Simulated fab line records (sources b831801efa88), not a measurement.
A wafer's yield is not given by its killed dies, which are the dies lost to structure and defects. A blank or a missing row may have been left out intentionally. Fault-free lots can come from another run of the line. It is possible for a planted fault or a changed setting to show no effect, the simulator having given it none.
Which tool is to blame? | flow sky130 | 6 lots with 18 wafers sampled at 4 steps, on a route of 708 steps

== WHAT THE GAUGES SHOWED, per wafer ==
SKY_VIA4_RS_MEAS_19: uses a four-point probe to measure.
lot  | measured     | on           | VIA4_W_RS (ohm/sq)
L229 | day 44 12:01 | filmMetro-02 | 0.2263 0.2271 0.2264
L233 | day 46 00:25 | filmMetro-02 | 0.2242 0.2241 0.2223
L240 | day 47 09:59 | filmMetro-01 | 0.2214 0.2213 0.2204
L242 | day 47 17:32 | filmMetro-01 | 0.2244 0.2267 0.2246
L245 | day 48 11:10 | filmMetro-01 | 0.2284 0.2246 0.2294
L246 | day 49 06:46 | filmMetro-02 | 0.2234 0.2254 0.2253

== WHICH TOOL RAN EACH LOT (tool, then ch and the chambers of the sampled wafers, then the start) ==
lot  | SKY_METAL4_DESCUM_15             | SKY_METAL4_STRIP_19                 | SKY_VIA4_ETCH_12
L229 | rieMetal-02 ch 0,1, day 43 10:55 | plasmaAsher-02 ch 0,1, day 43 11:14 | rieDiel-04 ch 0,1,3, day 44 11:07
L233 | rieMetal-02 ch 0,1, day 45 01:17 | plasmaAsher-01 ch 0,1, day 45 01:37 | rieDiel-04 ch 0,1,3, day 45 23:32
L240 | rieMetal-02 ch 1, day 46 10:43   | plasmaAsher-01 ch 0,1, day 46 11:10 | rieDiel-01 ch 0,2, day 47 09:07
L242 | rieMetal-03 ch 0,1, day 46 19:16 | plasmaAsher-03 ch 0,1, day 46 19:35 | rieDiel-02 ch 1,3, day 47 16:40
L245 | rieMetal-04 ch 0,1, day 47 13:05 | plasmaAsher-01 ch 0,1, day 47 13:25 | rieDiel-02 ch 0,1,2, day 48 10:13
L246 | rieMetal-03 ch 0,1, day 48 09:23 | plasmaAsher-03 ch 0,1, day 48 09:55 | rieDiel-01 ch 1,2, day 49 05:17
- SKY_METAL4_DESCUM_15: chemistry O2, time 8 s.
- SKY_METAL4_STRIP_19: strips in O2/N2.
- SKY_VIA4_ETCH_12: etches SiO2 in C4F8/O2/Ar, stops on TiN, target depth 580 nm.

== THE ANSWER, worked out from the rows above alone ==
Rule: the lots themselves supply what counts as usual. Put in order of their means at a reading, lots are off if they are a third of the lots or fewer, leave a main group of 4 or more, and stand apart from it by a gap of 3 or more times the standard deviation of the main group's means; of several such gaps the widest counts. A main group whose means are all the same, to the digits that the tables above print for the reading, isn't used. Also off: a lot with no number at a reading for which 4 or more lots have one. Where the step has rows for the other lots, those lots are counted as sound.
Across all readings shown, no lot is off: no conclusion can be drawn from this.

== WHAT WAS PUT IN BY THE SIMULATOR ==
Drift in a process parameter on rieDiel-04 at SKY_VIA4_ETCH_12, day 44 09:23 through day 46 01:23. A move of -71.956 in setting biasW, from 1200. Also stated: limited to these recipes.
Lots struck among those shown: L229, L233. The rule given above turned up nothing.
